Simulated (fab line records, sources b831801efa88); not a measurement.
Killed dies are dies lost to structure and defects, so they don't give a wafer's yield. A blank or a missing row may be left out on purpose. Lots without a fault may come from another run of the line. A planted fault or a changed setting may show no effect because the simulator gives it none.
Which tool did it? | flow gf180mcu | 8 lots, 24 wafers sampled, at 2 steps of a route of 602

WHAT THE GAUGES READ, wafer by wafer
GF_VT_IMPLANT_TW_MEAS_21.
lot  | measured     | on            | VT_IMPLANT_2_TW
L328 | day 6 12:13  | film_metro-02 | 1230 1227 1230
L330 | day 6 23:38  | film_metro-04 | 1212 1211 1217
L334 | day 8 04:20  | film_metro-04 | 1223 1221 1227
L336 | day 8 17:25  | film_metro-01 | 1197 1177 1184
L338 | day 9 07:17  | film_metro-04 | 1226 1227 1216
L341 | day 9 21:40  | film_metro-01 | 1198 1196 1196
L344 | day 10 20:59 | film_metro-01 | 684 684 685
L346 | day 11 09:48 | film_metro-02 | 709 703 703

WHICH TOOL RAN EACH LOT (tool, then ch and the chambers of the sampled wafers, then the start)
lot  | GF_VT_IMPLANT_IMPLANT_19
L328 | implanter-01 ch 0, day 6 11:58
L330 | implanter-01 ch 0, day 6 23:23
L334 | implanter-03 ch 0, day 8 04:05
L336 | implanter-01 ch 0, day 8 17:10
L338 | implanter-03 ch 0, day 9 07:03
L341 | implanter-04 ch 0, day 9 21:28
L344 | implanter-01 ch 0, day 10 20:45
L346 | implanter-04 ch 0, day 11 09:33
- GF_VT_IMPLANT_IMPLANT_19

THE ANSWER, worked out from the rows above alone
Rule: what is usual is taken from the lots themselves. Put in order of their means at a reading, lots are off if they are a third of the lots or fewer, leave a main group of 4 or more, and stand apart from it by a gap of 3 or more times the standard deviation of the main group's means; of several such gaps the widest counts. A main group whose means are all the same, to the digits that the tables above print for the reading, isn't used. A lot without any number at a reading at which 4 lots or more have one is off too. The other lots that the step has rows for count as sound.
Off: L344, L346, at GF_VT_IMPLANT_TW_MEAS_21 (VT_IMPLANT_2_TW). The main group: mean 1212, standard deviation 16.
A tool fits if, at a process step before that reading, it ran every lot that is off, and no sound lot after the first of them. The gauges at GF_VT_IMPLANT_TW_MEAS_21 are tried like those tools. None of those tried fits.

WHAT THE SIMULATOR HAD PUT IN
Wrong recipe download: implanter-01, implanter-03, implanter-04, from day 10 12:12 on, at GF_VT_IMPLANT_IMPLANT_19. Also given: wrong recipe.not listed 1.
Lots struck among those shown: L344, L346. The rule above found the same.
